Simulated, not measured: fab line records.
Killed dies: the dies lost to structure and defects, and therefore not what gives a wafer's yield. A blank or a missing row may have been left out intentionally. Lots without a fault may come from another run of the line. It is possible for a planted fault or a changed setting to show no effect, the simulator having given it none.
fab line records	flow sky130
[record] lots = 5	wafers = 15	last_day = 50
route steps=708 shown SONOS_ONO@176 GATE_OXIDE@187 POLY_GATE@204 RES_PROTECT@206
lots untouched by any fault: they come from a run of this same line in which no faults occurred
start_h: the number of hours between the record's first day and the start of the first shown wafer of the lot	wait_h: hours from the lot's prior step to this one	" same as the row above	L1.1+2: a row that stands for several wafers	- no value, or no start given	* or withheld: withheld	< > ~ a bound
route shown NAME@n: NAME is a module with steps in the file, n the number in the route of the first one	usual: mean/standard deviation of fault-free wafers	same: alike in all rows	chamber/n: place in a boat	sites: per-site readings	_std_site: how widely they spread, as a standard deviation	_edge_site: outer sites' mean less inner sites'	radius_mm: how far each site lies from the wafer's centre	mask NAME#n: copy n	behind: the tool/chamber that last shaped the wafer	hold: the reason the lot was held/the length of the hold in hours/how it ended	device: which transistor (n, p or np) failed to switch	end of line: the same wafers' tests at the end of the route	a step without rows: its recipe alone	killed: count of dies lost to structure and defects at first sort (not the wafer's yield)	map: a wafer's dies, x killed, . not, _ none there
set.NAME: the setting the step ran with; set.NAME@STEP: the setting that earlier step ran with	model.NAME: the simulator's own value behind a step, which no gauge read
lots at selected steps of the route; one table per step, one row per wafer
services: the hour from which a tool's chamber was out of use, counted from the record's first day as start_h (under 0 if before that day), plus the number of hours and why
[[steps]]
[step SKY_SONOS_ONO_COAT_08]
[recipe] resist = NOVOLAK	spin_rpm = 3000	resist_thk_nm = 1140
[usual] dispense_pressure_kPa = 52.3/3	resist_line_temp_C = 23.02/0.1
lot.wafer	tool	chamber	start_h	wait_h	dispense_pressure_kPa	resist_line_temp_C
L075.2	litho_track-04	0	289.28	0.1	46.7	23.04
L075.5	"	0	"	"	46.6	22.97
L075.6	"	0	"	"	46.7	22.91
L078.1	litho_track-02	0	334.91	0.1	51.9	22.91
L078.3	"	0	"	"	51.9	22.86
L078.6	"	0	"	"	51.9	22.93
L081.3	litho_track-04	0	338.50	0.1	46.7	22.93
L081.5	"	0	"	"	46.7	23.11
L081.6	"	0	"	"	46.6	23.13
L095.2	litho_track-01	0	443.80	0.1	55.4	23.07
L095.3	"	0	"	"	55.4	23.03
L095.5	"	0	"	"	55.4	22.98
L096.2	litho_track-01	0	450.35	0.1	55.4	23.08
L096.4	"	0	"	"	55.4	23.08
L096.5	"	0	"	"	55.4	23.01
[step SKY_SONOS_ONO_SOFTBAKE_09]
[recipe] temp_c = 90	time_s = 60	resist = NOVOLAK
[usual] resist_line_temp_C = 23.00/0.097
lot.wafer	tool	chamber	start_h	wait_h	resist_line_temp_C
L075.2	litho_track-04	0	289.43	0.1	23.04
L075.5	"	0	"	"	23.01
L075.6	"	0	"	"	22.90
L078.1	litho_track-02	0	335.06	0.1	23.17
L078.3	"	0	"	"	23.00
L078.6	"	0	"	"	23.18
L081.3	litho_track-04	0	338.65	0.1	22.97
L081.5	"	0	"	"	22.99
L081.6	"	0	"	"	23.03
L095.2	litho_track-01	0	443.95	0.1	23.00
L095.3	"	0	"	"	23.04
L095.5	"	0	"	"	22.95
L096.2	litho_track-01	0	450.50	0.1	22.90
L096.4	"	0	"	"	23.13
L096.5	"	0	"	"	22.91
[step SKY_SONOS_ONO_EXPOSE_10]
[recipe] mask_id = ONOM	target_cd_nm = 410	na = 0.6	source_shape = conventional	sigma_outer = 0.6	dose_mj = 150
[usual] exposure_dose_mJ_cm2 = 149.97/0.14
lot.wafer	tool	chamber	start_h	wait_h	mask	exposure_dose_mJ_cm2
L075.2	iline_stepper-01	0	-	-	ONOM#0	149.84
L075.5	"	0	"	"	ONOM#0	149.89
L075.6	"	0	"	"	ONOM#0	150.06
L078.1	iline_stepper-02	0	-	-	ONOM#0	149.91
L078.3	"	0	"	"	ONOM#0	149.90
L078.6	"	0	"	"	ONOM#0	150.10
L081.3	iline_stepper-01	0	-	-	ONOM#0	149.95
L081.5	"	0	"	"	ONOM#0	150.28
L081.6	"	0	"	"	ONOM#0	149.80
L095.2	iline_stepper-01	0	-	-	ONOM#0	149.88
L095.3	"	0	"	"	ONOM#0	149.91
L095.5	"	0	"	"	ONOM#0	150.09
L096.2	iline_stepper-02	0	-	-	ONOM#0	149.99
L096.4	"	0	"	"	ONOM#0	150.03
L096.5	"	0	"	"	ONOM#0	149.71
[step SKY_SONOS_ONO_PEB_11]
[recipe] temp_c = withheld	time_s = *	resist = NOVOLAK
[usual] resist_line_temp_C = *
lot.wafer	tool	chamber	start_h	wait_h	resist_line_temp_C
L075.2	litho_track-04	0	-	-	*
L075.5	"	0	"	"	*
L075.6	"	0	"	"	*
L078.1	litho_track-02	0	-	-	*
L078.3	"	0	"	"	*
L078.6	"	0	"	"	*
L081.3	litho_track-02	0	-	-	*
L081.5	"	0	"	"	*
L081.6	"	0	"	"	*
L095.2	litho_track-04	0	-	-	*
L095.3	"	0	"	"	*
L095.5	"	0	"	"	*
L096.2	litho_track-02	0	-	-	*
L096.4	"	0	"	"	*
L096.5	"	0	"	"	*
[step SKY_SONOS_ONO_DEVELOP_12]
[recipe] develop_time_s = 60	dev_temp_c = 23
[usual] resist_line_temp_C = 23.00/0.1
lot.wafer	tool	chamber	start_h	wait_h	resist_line_temp_C
L075.2	litho_track-04	0	301.73	0.1	22.87
L075.5	"	0	"	"	22.87
L075.6	"	0	"	"	22.90
L078.1	litho_track-02	0	350.26	0.1	22.93
L078.3	"	0	"	"	22.90
L078.6	"	0	"	"	22.90
L081.3	litho_track-02	0	353.56	0.1	23.00
L081.5	"	0	"	"	22.83
L081.6	"	0	"	"	23.19
L095.2	litho_track-04	0	459.33	0.1	22.86
L095.3	"	0	"	"	23.02
L095.5	"	0	"	"	22.99
L096.2	litho_track-02	0	466.54	0.1	22.96
L096.4	"	0	"	"	23.19
L096.5	"	0	"	"	22.93
[step SKY_SONOS_ONO_CD_MEAS_13]
[recipe] target_cd_nm = 410
[usual] cd_nm = 410.3/2.5
lot.wafer	tool	chamber	start_h	wait_h	cd_nm
L075.2	cd_sem-01	-	301.87	0.1	409.9
L075.5	"	-	"	"	410.4
L075.6	"	-	"	"	410.9
L078.1	cd_sem-02	-	350.41	0.1	408.3
L078.3	"	-	"	"	406.7
L078.6	"	-	"	"	406.4
L081.3	cd_sem-02	-	353.70	0.1	413.4
L081.5	"	-	"	"	409.7
L081.6	"	-	"	"	412.2
L095.2	cd_sem-02	-	459.47	0.1	410.1
L095.3	"	-	"	"	407.4
L095.5	"	-	"	"	407.5
L096.2	cd_sem-02	-	466.68	0.1	406.2
L096.4	"	-	"	"	406.8
L096.5	"	-	"	"	407.2
[step SKY_SONOS_ONO_OVL_MEAS_14]
[usual] SONOS_ONO_OVL = 1.0/1.5
lot.wafer	tool	chamber	start_h	wait_h	SONOS_ONO_OVL[nm]
L075.2	overlay-01	-	302.98	1.1	0.8
L075.5	"	-	"	"	0.3
L075.6	"	-	"	"	0.3
L078.1	overlay-01	-	350.53	0.1	3.0
L078.3	"	-	"	"	2.3
L078.6	"	-	"	"	3.2
L081.3	overlay-01	-	353.80	0.1	0.1
L081.5	"	-	"	"	-0.2
L081.6	"	-	"	"	1.3
L095.2	overlay-02	-	459.58	0.1	1.6
L095.3	"	-	"	"	2.2
L095.5	"	-	"	"	4.3
L096.2	overlay-02	-	466.79	0.1	-0.1
L096.4	"	-	"	"	-0.5
L096.5	"	-	"	"	-1.2
[step SKY_SONOS_ONO_ETCH_15]
[recipe] target_depth_nm = 19.52	chemistry = CHF3/O2	source_w = 600	bias_w = 200	pressure_mtorr = 40	chf3_flow_sccm = 50	O2_flow_sccm = 5	time_s = 7.8
[usual] drypump_motor_current_A = 5.8/0.34	oes_product_au = 1.000/0.015	throttle_valve_pct = 8.825/0.0091
lot.wafer	tool	chamber	start_h	wait_h	drypump_motor_current_A	oes_product_au	rf_hours_counter_h	throttle_valve_pct
L075.2	rie_diel-02	2	303.01	0.0	6.4	0.988	0	8.831
L075.5	"	1	"	"	5.4	1.002	-	8.826
L075.6	"	2	"	"	6.4	0.981	-	8.811
L078.1	rie_diel-02	0	350.57	0.0	5.7	0.994	0	8.812
L078.3	"	2	"	"	6.4	0.985	-	8.815
L078.6	"	0	"	"	5.7	0.981	-	8.825
L081.3	rie_diel-02	3	353.82	0.0	5.7	1.005	10	8.833
L081.5	"	3	"	"	5.7	1.007	-	8.824
L081.6	"	2	"	"	6.4	0.998	-	8.842
L095.2	rie_diel-03	0	459.61	0.0	5.6	1.006	12	8.840
L095.3	"	3	"	"	5.4	0.964	77	8.800
L095.5	"	2	"	"	5.5	1.011	-	8.818
L096.2	rie_diel-02	0	466.82	0.0	5.7	0.998	3	8.819
L096.4	"	2	"	"	6.4	0.999	4	8.824
L096.5	"	1	"	"	5.4	1.011	-	8.826
[step SKY_SONOS_ONO_WET_ETCH_16]
[recipe] chemistry = dHF	target_depth_nm = 14	dry = n2_spin	target = SiO2	dilution = 100:1	temp_c = 25	time_s = 280
lot.wafer	tool	chamber	start_h	wait_h
L075.2+5+6	wet_bench-03	2	303.06	0.0
L078.1+3+6	wet_bench-01	0	350.60	0.0
L081.3+5+6	wet_bench-01	2	353.84	0.0
L095.2+3+5	wet_bench-03	1	459.63	0.0
L096.2+4+5	wet_bench-02	0	466.84	0.0
[step SKY_SONOS_ONO_STRIP_17]
[recipe] chemistry = O2/N2	power_w = 1400	pressure_mtorr = 1500	platen_temp_c = withheld	o2_flow_sccm = 3000	n2_flow_sccm = 300	overash_fraction = 0.5
[usual] drypump_motor_current_A = 5.84/0.29	oes_product_au = 0.710/0.0044	strip_time_to_endpoint_s = 14.10/0.038
lot.wafer	tool	chamber	start_h	wait_h	drypump_motor_current_A	oes_product_au	rf_hours_counter_h	strip_time_to_endpoint_s
L075.2	plasma_asher-02	0	303.17	0.0	5.59	0.706	64	14.10
L075.5	"	0	"	"	5.63	0.707	-	14.13
L075.6	"	1	"	"	5.77	0.715	-	14.12
L078.1	plasma_asher-03	1	350.70	0.0	5.42	0.712	50	14.14
L078.3	"	0	"	"	5.67	0.710	-	14.14
L078.6	"	0	"	"	5.68	0.714	-	14.13
L081.3	plasma_asher-02	1	353.97	0.0	5.79	0.711	-	14.16
L081.5	"	0	"	"	5.61	0.715	-	14.15
L081.6	"	1	"	"	5.80	0.711	-	14.16
L095.2	plasma_asher-02	0	459.73	0.0	5.61	0.712	79	14.12
L095.3	"	1	"	"	5.78	0.709	-	14.13
L095.5	"	0	"	"	5.62	0.714	-	14.13
L096.2	plasma_asher-01	0	466.93	0.0	5.94	0.709	35	14.11
L096.4	"	1	"	"	6.29	0.713	-	14.09
L096.5	"	0	"	"	5.97	0.719	-	14.13
[step SKY_SONOS_ONO_WET_ETCH_18]
[recipe] chemistry = H3PO4	target_depth_nm = 15	target = Si3N4	temp_c = 160	time_s = 172
lot.wafer	tool	chamber	start_h	wait_h
L075.2+5+6	wet_bench-02	2	303.27	0.1
L078.1+3+6	wet_bench-01	3	350.80	0.1
L081.3+5+6	wet_bench-03	2	354.04	0.0
L095.2+3+5	wet_bench-02	3	459.83	0.1
L096.2+4+5	wet_bench-01	2	467.03	0.1
[step SKY_GATE_OXIDE_CLEAN_00]
[recipe] chemistry = SC1/SC2	mix = 1:4:20	temp_c = 70	time_s = 150	dry = n2_spin
lot.wafer	tool	chamber	start_h	wait_h
L075.2+5+6	wet_bench-01	3	303.34	0.0
L078.1+3+6	wet_bench-02	0	350.86	0.0
L081.3+5+6	wet_bench-02	2	354.09	0.0
L095.2+3+5	wet_bench-01	2	459.89	0.0
L096.2+4+5	wet_bench-03	2	467.10	0.0
[step SKY_GATE_OXIDE_OXIDATION_01]
[recipe] temp_c = 900	ambient = O2	stabilise_s = 600	purge_s = 300	target_thk_a = 102.68	ox_time_s = 1473
[usual] spike_tc_centre_C = 899.8/1.1
lot.wafer	tool	chamber	start_h	wait_h	spike_tc_centre_C
L075.2	furnace-01	0	305.92	2.5	899.7
L075.5	"	0	"	"	899.3
L075.6	"	0	"	"	899.9
L078.1	furnace-01	0	351.63	0.7	901.6
L078.3	"	0	"	"	899.6
L078.6	"	0	"	"	901.1
L081.3	furnace-02	0	355.73	1.6	900.6
L081.5	"	0	"	"	901.9
L081.6	"	0	"	"	898.8
L095.2	furnace-01	0	459.95	0.0	900.0
L095.3	"	0	"	"	900.6
L095.5	"	0	"	"	900.9
L096.2	furnace-02	0	467.76	0.6	899.4
L096.4	"	0	"	"	897.5
L096.5	"	0	"	"	898.1
[step SKY_GATE_OXIDE_THK_MEAS_02]
[recipe] reads = SiO2_of_GATE_OXIDE_OXIDATION_01
[usual] GATE_OXIDE_OXIDATION_00_THK = 10.31/0.22
lot.wafer	tool	chamber	start_h	wait_h	GATE_OXIDE_OXIDATION_00_THK[nm]
L075.2	film_metro-03	-	307.34	0.0	10.57
L075.5	"	-	"	"	10.52
L075.6	"	-	"	"	10.63
L078.1	film_metro-04	-	353.04	0.0	10.10
L078.3	"	-	"	"	10.14
L078.6	"	-	"	"	10.17
L081.3	film_metro-03	-	357.16	0.0	10.48
L081.5	"	-	"	"	10.27
L081.6	"	-	"	"	10.25
L095.2	film_metro-03	-	461.37	0.0	10.42
L095.3	"	-	"	"	10.28
L095.5	"	-	"	"	10.33
L096.2	film_metro-03	-	469.18	0.0	10.15
L096.4	"	-	"	"	10.15
L096.5	"	-	"	"	10.09
[step SKY_GATE_OXIDE_DEHYDRATE_03]
[recipe] temp_c = 200	time_s = 60
[usual] resist_line_temp_C = 22.98/0.11
lot.wafer	tool	chamber	start_h	wait_h	resist_line_temp_C
L075.2	litho_track-04	0	317.38	10.0	23.01
L075.5	"	0	"	"	23.30
L075.6	"	0	"	"	23.02
L078.1	litho_track-02	0	364.31	11.3	23.06
L078.3	"	0	"	"	23.10
L078.6	"	0	"	"	23.04
L081.3	litho_track-04	0	368.80	11.6	22.79
L081.5	"	0	"	"	22.91
L081.6	"	0	"	"	22.87
L095.2	litho_track-03	0	476.54	15.2	22.82
L095.3	"	0	"	"	22.92
L095.5	"	0	"	"	22.93
L096.2	litho_track-04	0	482.73	13.5	23.02
L096.4	"	0	"	"	22.84
L096.5	"	0	"	"	22.92
[step SKY_GATE_OXIDE_HMDS_04]
[recipe] prime_time_s = 60	prime_temp_c = 120
[usual] resist_line_temp_C = 22.99/0.097
lot.wafer	tool	chamber	start_h	wait_h	resist_line_temp_C
L075.2	litho_track-04	0	317.53	0.1	23.08
L075.5	"	0	"	"	23.06
L075.6	"	0	"	"	23.09
L078.1	litho_track-02	0	364.46	0.1	22.92
L078.3	"	0	"	"	22.95
L078.6	"	0	"	"	22.82
L081.3	litho_track-04	0	368.95	0.1	23.11
L081.5	"	0	"	"	23.08
L081.6	"	0	"	"	22.98
L095.2	litho_track-03	0	476.69	0.1	22.98
L095.3	"	0	"	"	23.02
L095.5	"	0	"	"	23.09
L096.2	litho_track-04	0	482.88	0.1	22.98
L096.4	"	0	"	"	23.03
L096.5	"	0	"	"	23.10
[step SKY_GATE_OXIDE_COAT_05]
[recipe] resist = NOVOLAK	spin_rpm = 3000	resist_thk_nm = 1140
[usual] dispense_pressure_kPa = 49.8/2.3	resist_line_temp_C = 22.99/0.11
lot.wafer	tool	chamber	start_h	wait_h	dispense_pressure_kPa	resist_line_temp_C
L075.2	litho_track-04	0	317.68	0.1	46.7	22.74
L075.5	"	0	"	"	46.7	23.13
L075.6	"	0	"	"	46.7	22.90
L078.1	litho_track-02	0	364.61	0.1	51.9	22.99
L078.3	"	0	"	"	51.9	22.94
L078.6	"	0	"	"	51.9	22.97
L081.3	litho_track-04	0	369.10	0.1	46.7	22.90
L081.5	"	0	"	"	46.7	22.87
L081.6	"	0	"	"	46.7	22.90
L095.2	litho_track-03	0	476.84	0.1	47.7	23.03
L095.3	"	0	"	"	47.7	22.98
L095.5	"	0	"	"	47.7	23.14
L096.2	litho_track-04	0	483.03	0.1	46.7	22.99
L096.4	"	0	"	"	46.7	22.94
L096.5	"	0	"	"	46.7	22.95
[step SKY_GATE_OXIDE_SOFTBAKE_06]
[recipe] temp_c = 90	time_s = 60	resist = NOVOLAK
[usual] resist_line_temp_C = 22.98/0.12
lot.wafer	tool	chamber	start_h	wait_h	resist_line_temp_C
L075.2	litho_track-04	0	317.83	0.1	22.92
L075.5	"	0	"	"	22.91
L075.6	"	0	"	"	22.96
L078.1	litho_track-02	0	364.76	0.1	23.07
L078.3	"	0	"	"	23.16
L078.6	"	0	"	"	23.09
L081.3	litho_track-04	0	369.25	0.1	23.14
L081.5	"	0	"	"	23.10
L081.6	"	0	"	"	23.12
L095.2	litho_track-03	0	476.99	0.1	23.07
L095.3	"	0	"	"	22.85
L095.5	"	0	"	"	23.03
L096.2	litho_track-04	0	483.18	0.1	22.91
L096.4	"	0	"	"	23.15
L096.5	"	0	"	"	22.99
[step SKY_GATE_OXIDE_EXPOSE_07]
[recipe] mask_id = LVOM	na = 0.6	source_shape = conventional	sigma_outer = 0.6	polarization = unpolarized	target_cd_nm = 600	dose_mj = 170
[usual] exposure_dose_mJ_cm2 = 170.00/0.16
lot.wafer	tool	chamber	start_h	wait_h	mask	exposure_dose_mJ_cm2
L075.2	iline_stepper-02	0	-	-	LVOM#0	170.05
L075.5	"	0	"	"	LVOM#0	170.05
L075.6	"	0	"	"	LVOM#0	170.28
L078.1	iline_stepper-01	0	-	-	LVOM#0	170.12
L078.3	"	0	"	"	LVOM#0	170.30
L078.6	"	0	"	"	LVOM#0	169.86
L081.3	iline_stepper-01	0	-	-	LVOM#0	169.97
L081.5	"	0	"	"	LVOM#0	169.84
L081.6	"	0	"	"	LVOM#0	170.10
L095.2	iline_stepper-02	0	-	-	LVOM#0	169.92
L095.3	"	0	"	"	LVOM#0	169.93
L095.5	"	0	"	"	LVOM#0	170.15
L096.2	iline_stepper-02	0	-	-	LVOM#0	170.06
L096.4	"	0	"	"	LVOM#0	169.98
L096.5	"	0	"	"	LVOM#0	169.64
[step SKY_GATE_OXIDE_PEB_08]
[recipe] temp_c = withheld	time_s = *	resist = NOVOLAK
[usual] resist_line_temp_C = *
lot.wafer	tool	chamber	start_h	wait_h	resist_line_temp_C
L075.2	litho_track-03	0	-	-	*
L075.5	"	0	"	"	*
L075.6	"	0	"	"	*
L078.1	litho_track-02	0	-	-	*
L078.3	"	0	"	"	*
L078.6	"	0	"	"	*
L081.3	litho_track-04	0	-	-	*
L081.5	"	0	"	"	*
L081.6	"	0	"	"	*
L095.2	litho_track-03	0	-	-	*
L095.3	"	0	"	"	*
L095.5	"	0	"	"	*
L096.2	litho_track-04	0	-	-	*
L096.4	"	0	"	"	*
L096.5	"	0	"	"	*
[step SKY_GATE_OXIDE_DEVELOP_09]
[recipe] resist = NOVOLAK	developer = TMAH	develop_time_s = 60	dev_temp_c = 23
[usual] resist_line_temp_C = 23.00/0.1
lot.wafer	tool	chamber	start_h	wait_h	resist_line_temp_C
L075.2	litho_track-03	0	328.69	0.1	22.95
L075.5	"	0	"	"	23.07
L075.6	"	0	"	"	23.09
L078.1	litho_track-02	0	379.41	0.1	22.96
L078.3	"	0	"	"	22.97
L078.6	"	0	"	"	23.14
L081.3	litho_track-04	0	383.70	0.1	22.90
L081.5	"	0	"	"	22.81
L081.6	"	0	"	"	22.91
L095.2	litho_track-03	0	491.89	0.1	23.05
L095.3	"	0	"	"	23.07
L095.5	"	0	"	"	22.83
L096.2	litho_track-04	0	499.23	0.1	22.99
L096.4	"	0	"	"	23.09
L096.5	"	0	"	"	23.04
[step SKY_GATE_OXIDE_OVL_MEAS_10]
[usual] GATE_OXIDE_OVL = 0.6/1.1
lot.wafer	tool	chamber	start_h	wait_h	GATE_OXIDE_OVL[nm]
L075.2	overlay-01	-	328.82	0.1	1.0
L075.5	"	-	"	"	0.7
L075.6	"	-	"	"	0.5
L078.1	overlay-01	-	379.56	0.1	1.3
L078.3	"	-	"	"	2.3
L078.6	"	-	"	"	0.8
L081.3	overlay-02	-	383.82	0.1	0.5
L081.5	"	-	"	"	0.8
L081.6	"	-	"	"	0.9
L095.2	overlay-02	-	492.02	0.1	2.4
L095.3	"	-	"	"	2.1
L095.5	"	-	"	"	1.8
L096.2	overlay-02	-	499.36	0.1	-1.5
L096.4	"	-	"	"	-0.3
L096.5	"	-	"	"	-0.7
[step SKY_GATE_OXIDE_IMPLANT_11]
[recipe] species = B	energy_kev = 10	dose_cm2 = 2.642e+12	tilt_deg = withheld
[usual] beam_on_s = 10.02/0.19
[same] implant_ion_amu = 11
lot.wafer	tool	chamber	start_h	wait_h	beam_on_s
L075.2	implanter-03	0	328.88	0.0	10.16
L075.5	"	0	"	"	10.10
L075.6	"	0	"	"	10.24
L078.1	implanter-04	0	379.60	0.0	10.00
L078.3	"	0	"	"	10.32
L078.6	"	0	"	"	10.05
L081.3	implanter-04	0	383.89	0.1	10.39
L081.5	"	0	"	"	9.73
L081.6	"	0	"	"	10.19
L095.2	implanter-04	0	492.08	0.0	9.85
L095.3	"	0	"	"	9.81
L095.5	"	0	"	"	9.88
L096.2	implanter-01	0	499.41	0.0	9.99
L096.4	"	0	"	"	9.64
L096.5	"	0	"	"	9.90
[step SKY_GATE_OXIDE_WET_ETCH_12]
[recipe] chemistry = dHF	target_depth_nm = 16.8	dry = n2_spin	target = SiO2	dilution = 100:1	temp_c = 25	time_s = 336
lot.wafer	tool	chamber	start_h	wait_h
L075.2+5+6	wet_bench-03	3	329.00	0.1
L078.1+3+6	wet_bench-02	3	379.75	0.1
L081.3+5+6	wet_bench-03	3	383.99	0.1
L095.2+3+5	wet_bench-03	1	492.20	0.1
L096.2+4+5	wet_bench-01	2	499.54	0.1
[step SKY_GATE_OXIDE_STRIP_13]
[recipe] chemistry = O2/N2	power_w = 1400	pressure_mtorr = 1500	platen_temp_c = withheld	o2_flow_sccm = 3000	n2_flow_sccm = 300	overash_fraction = 0.5
[usual] drypump_motor_current_A = 5.91/0.27	oes_product_au = 0.716/0.0046	strip_time_to_endpoint_s = 14.19/0.04
lot.wafer	tool	chamber	start_h	wait_h	drypump_motor_current_A	oes_product_au	rf_hours_counter_h	strip_time_to_endpoint_s
L075.2	plasma_asher-01	1	329.10	0.0	6.26	0.715	22	14.22
L075.5	"	0	"	"	5.97	0.710	-	14.20
L075.6	"	1	"	"	6.27	0.718	-	14.26
L078.1	plasma_asher-01	0	379.85	0.0	5.98	0.710	26	14.15
L078.3	"	1	"	"	6.30	0.714	-	14.14
L078.6	"	0	"	"	5.99	0.713	-	14.17
L081.3	plasma_asher-02	0	384.13	0.0	5.62	0.716	-	14.16
L081.5	"	1	"	"	5.79	0.720	-	14.22
L081.6	"	0	"	"	5.63	0.716	-	14.22
L095.2	plasma_asher-04	0	492.30	0.0	5.59	0.720	6	14.14
L095.3	"	0	"	"	5.60	0.720	-	14.13
L095.5	"	0	"	"	5.60	0.719	-	14.10
L096.2	plasma_asher-04	0	499.64	0.0	5.59	0.710	7	14.25
L096.4	"	0	"	"	5.57	0.719	-	14.19
L096.5	"	1	"	"	6.20	0.717	-	14.20
[step SKY_GATE_OXIDE_TW_MEAS_14]
[usual] GATE_OXIDE_TW = 226.3/1.4
lot.wafer	tool	chamber	start_h	wait_h	GATE_OXIDE_TW
L075.2	film_metro-03	-	329.21	0.1	227.3
L075.5	"	-	"	"	227.9
L075.6	"	-	"	"	227.5
L078.1	film_metro-04	-	379.95	0.1	223.1
L078.3	"	-	"	"	225.5
L078.6	"	-	"	"	224.0
L081.3	film_metro-03	-	384.21	0.1	226.1
L081.5	"	-	"	"	227.9
L081.6	"	-	"	"	226.8
L095.2	film_metro-01	-	492.41	0.1	223.8
L095.3	"	-	"	"	225.6
L095.5	"	-	"	"	225.0
L096.2	film_metro-03	-	499.75	0.1	227.0
L096.4	"	-	"	"	226.8
L096.5	"	-	"	"	226.8
[step SKY_GATE_OXIDE_CLEAN_15]
[recipe] chemistry = SC1/SC2	mix = 1:4:20	temp_c = 70	time_s = 150	dry = n2_spin
lot.wafer	tool	chamber	start_h	wait_h
L075.2+5+6	wet_bench-01	0	329.26	0.0
L078.1+3+6	wet_bench-01	3	380.01	0.1
L081.3+5+6	wet_bench-03	1	384.25	0.0
L095.2+3+5	wet_bench-01	2	492.46	0.0
L096.2+4+5	wet_bench-03	1	499.80	0.0
[step SKY_GATE_OXIDE_OXIDATION_16]
[recipe] temp_c = 800	ambient = O2	idle_temp_c = 700	ramp_up_c_per_min = 10	ramp_down_c_per_min = 3	stabilise_s = 600	purge_s = 300	target_thk_a = 35.7	ox_time_s = 1915
[usual] ramp_down_c_per_min = 3.0000/0.00054	spike_tc_centre_C = 799.6/1.2
lot.wafer	tool	chamber	start_h	wait_h	ramp_down_c_per_min	spike_tc_centre_C
L075.2	furnace-02	0	329.31	0.0	2.9996	799.3
L075.5	"	0	"	"	3.0003	800.4
L075.6	"	0	"	"	2.9993	798.2
L078.1	furnace-02	0	380.06	0.0	2.9999	797.9
L078.3	"	0	"	"	3.0002	798.0
L078.6	"	0	"	"	3.0003	798.7
L081.3	furnace-01	0	385.97	1.7	3.0005	798.4
L081.5	"	0	"	"	2.9998	799.4
L081.6	"	0	"	"	2.9998	800.9
L095.2	furnace-02	0	492.51	0.0	2.9997	798.9
L095.3	"	0	"	"	3.0001	797.9
L095.5	"	0	"	"	2.9996	800.0
L096.2	furnace-01	0	499.85	0.0	3.0006	799.1
L096.4	"	0	"	"	3.0005	799.2
L096.5	"	0	"	"	3.0004	797.3
[step SKY_POLY_GATE_CVD_00]
[recipe] material = poly-Si	target_thk_nm = 180	temp_c = 620	time_s = 720	pressure_mtorr = 200
[usual] spike_tc_centre_C = 619.9/1.7
lot.wafer	tool	chamber	start_h	wait_h	spike_tc_centre_C
L075.2	lpcvd-01	0	330.85	0.0	622.2
L075.5	"	0	"	"	621.0
L075.6	"	0	"	"	621.5
L078.1	lpcvd-01	0	381.59	0.0	621.6
L078.3	"	0	"	"	620.2
L078.6	"	0	"	"	620.1
L081.3	lpcvd-01	1	387.50	0.0	619.0
L081.5	"	1	"	"	616.8
L081.6	"	1	"	"	619.6
L095.2	lpcvd-01	1	494.05	0.0	617.2
L095.3	"	1	"	"	620.4
L095.5	"	1	"	"	620.0
L096.2	lpcvd-01	0	501.38	0.0	620.6
L096.4	"	0	"	"	623.1
L096.5	"	0	"	"	621.2
[step SKY_POLY_GATE_THK_MEAS_01]
[recipe] reads = poly-Si_of_POLY_GATE_CVD_00
[usual] POLY_GATE_CVD_00_THK = 179.3/1.4
lot.wafer	tool	chamber	start_h	wait_h	POLY_GATE_CVD_00_THK[nm]
L075.2	film_metro-03	-	332.06	0.0	178.9
L075.5	"	-	"	"	179.2
L075.6	"	-	"	"	179.9
L078.1	film_metro-02	-	382.79	0.0	178.0
L078.3	"	-	"	"	177.8
L078.6	"	-	"	"	179.7
L081.3	film_metro-02	-	388.72	0.0	180.7
L081.5	"	-	"	"	179.7
L081.6	"	-	"	"	180.5
L095.2	film_metro-03	-	495.26	0.0	176.6
L095.3	"	-	"	"	176.7
L095.5	"	-	"	"	174.4
L096.2	film_metro-03	-	502.59	0.0	179.4
L096.4	"	-	"	"	179.9
L096.5	"	-	"	"	179.2
[step SKY_RES_PROTECT_DEHYDRATE_00]
[recipe] temp_c = 200	time_s = 60
[usual] resist_line_temp_C = 23.02/0.1
lot.wafer	tool	chamber	start_h	wait_h	resist_line_temp_C
L075.2	litho_track-03	0	346.34	14.3	23.02
L075.5	"	0	"	"	23.11
L075.6	"	0	"	"	23.21
L078.1	litho_track-03	0	395.67	12.9	23.05
L078.3	"	0	"	"	22.95
L078.6	"	0	"	"	22.90
L081.3	litho_track-04	0	403.05	14.3	23.00
L081.5	"	0	"	"	23.05
L081.6	"	0	"	"	22.92
L095.2	litho_track-04	0	510.43	15.2	22.99
L095.3	"	0	"	"	22.88
L095.5	"	0	"	"	23.02
L096.2	litho_track-01	0	515.89	13.3	22.94
L096.4	"	0	"	"	23.02
L096.5	"	0	"	"	23.09
[[services]]
tool	chamber	start_h	hours	kind
rie_diel-02	2	272.46	4.7	repair
rie_diel-02	-	276.53	2.8	pm
furnace-02	-	279.66	3.8	pm
furnace-02	-	297.76	15.4	pm
iline_stepper-02	-	305.31	1.7	pm
plasma_asher-02	-	307.86	1.8	repair
wet_bench-03	-	308.35	1.5	repair
iline_stepper-01	-	317.04	4.1	repair
wet_bench-03	-	317.79	2.0	repair
rie_diel-02	-	329.11	1.0	repair
wet_bench-03	-	331.51	2.0	repair
furnace-01	-	342.07	3.5	pm
rie_diel-02	3	346.87	5.6	repair
plasma_asher-01	-	360.87	1.6	repair
furnace-02	-	385.61	14.2	pm
furnace-01	-	400.13	4.5	pm
furnace-02	-	418.74	1.0	repair
iline_stepper-01	-	421.90	1.7	pm
iline_stepper-01	-	456.30	6.0	repair
rie_diel-02	2	486.31	7.8	repair
iline_stepper-02	-	504.14	4.4	pm
rie_diel-02	1	505.64	9.8	repair
iline_stepper-02	-	508.58	2.1	pm
furnace-01	-	509.30	2.9	pm
[[key]]
fault none
